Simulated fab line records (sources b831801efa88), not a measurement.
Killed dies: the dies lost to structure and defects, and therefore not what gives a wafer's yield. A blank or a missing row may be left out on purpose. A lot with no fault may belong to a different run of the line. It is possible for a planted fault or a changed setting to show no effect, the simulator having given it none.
What tool caused it? | flow gf180mcu | Sampling: 10 lots, 30 wafers, 4 of 602 route steps

WHAT THE GAUGES SHOWED, per wafer
GF_PASSIVATION_THK_MEAS_03.
lot  | measured     | on           | PASSIVATION_CVD_02_THK (nm)
L130 | day 28 03:44 | filmMetro-03 | 723 704 717
L132 | day 28 12:49 | filmMetro-03 | 690 695 693
L136 | day 29 21:49 | filmMetro-03 | 712 719 712
L137 | day 30 09:41 | filmMetro-03 | 694 702 1070 694 700 1070
L140 | day 31 07:37 | filmMetro-02 | 687 1065 1072 687 1067 1072
L142 | day 31 23:28 | filmMetro-01 | 717 723 696
L143 | day 32 10:38 | filmMetro-01 | 693 736 708
L148 | day 33 07:44 | filmMetro-02 | 687 695 688
L149 | day 33 14:11 | filmMetro-02 | 705 705 709
L152 | day 34 05:05 | filmMetro-02 | 683 715 706

TOOL THAT RAN EACH LOT (tool first, then ch and the chambers of the sampled wafers, then the start)
lot  | GF_V4_CMP_26                  | GF_M5_METAL_ETCH_10              | GF_PASSIVATION_CVD_02
L130 | cmp-01 ch 0,3, day 24 12:28   | rieMetal-02 ch 0,1, day 26 07:07 | pecvd-01 ch 0,1,2, day 28 03:34
L132 | cmp-02 ch 1,2,3, day 24 23:12 | rieMetal-03 ch 0,1, day 26 17:30 | pecvd-02 ch 0,1,2, day 28 12:32
L136 | cmp-01 ch 0,1, day 26 10:11   | rieMetal-02 ch 0,1, day 28 03:31 | pecvd-02 ch 1,2, day 29 21:31
L137 | cmp-02 ch 0,3, day 27 00:19   | rieMetal-01 ch 1, day 28 16:01   | pecvd-02 ch 0,2, day 30 09:23
L140 | cmp-02 ch 0,2, day 27 22:20   | rieMetal-03 ch 1, day 29 13:50   | pecvd-02 ch 0,1,2, day 31 07:20
L142 | cmp-01 ch 0,2,3, day 28 16:34 | rieMetal-01 ch 0,1, day 30 06:38 | pecvd-01 ch 1,2, day 31 23:10
L143 | cmp-01 ch 2,3, day 29 04:46   | rieMetal-03 ch 0,1, day 30 19:16 | pecvd-01 ch 0,1,2, day 32 10:21
L148 | cmp-01 ch 1,2,3, day 30 05:21 | rieMetal-02 ch 0,1, day 31 18:56 | pecvd-04 ch 0,1,2, day 33 07:27
L149 | cmp-02 ch 0,1,3, day 30 13:27 | rieMetal-02 ch 1, day 32 01:22   | pecvd-04 ch 0,1,2, day 33 13:54
L152 | cmp-02 ch 0,2, day 31 04:10   | rieMetal-03 ch 0,1, day 32 16:20 | pecvd-02 ch 0,1, day 34 04:48
- GF_V4_CMP_26: polishes, stops on SiO2, t overpolish 15 s, target thk 0 nm.
- GF_M5_METAL_ETCH_10: etches the open film in Cl2/BCl3, stops on SiO2, target depth 627.5 nm, time 104.6 s.
- GF_PASSIVATION_CVD_02: deposits Si3N4, target thk 700 nm, time 486.18 s.

THE ANSWER, worked out from the rows above alone
Rule: the lots themselves supply what counts as usual. The widest of any qualifying gaps counts: lots, ordered by their means at a reading, are off when they make up no more than a third of the lots, leave a main group of 4 or more, and stand apart from it by 3 or more times the standard deviation of that group's means. If all means in a main group match to the digits the tables above print for the reading, that group is not used. A lot without any number at a reading at which 4 lots or more have one is off too. The other lots that the step has rows for count as sound.
Off: L137, L140, seen at GF_PASSIVATION_THK_MEAS_03 (PASSIVATION_CVD_02_THK). The main group: mean 705 nm, standard deviation 9.2.
A tool fits if, at a process step before that reading, it ran every lot that is off, and no sound lot after the first of them. Gauges at GF_PASSIVATION_THK_MEAS_03: tried the same way as those tools. No candidate that was tried fits.

WHAT THE SIMULATOR PUT IN
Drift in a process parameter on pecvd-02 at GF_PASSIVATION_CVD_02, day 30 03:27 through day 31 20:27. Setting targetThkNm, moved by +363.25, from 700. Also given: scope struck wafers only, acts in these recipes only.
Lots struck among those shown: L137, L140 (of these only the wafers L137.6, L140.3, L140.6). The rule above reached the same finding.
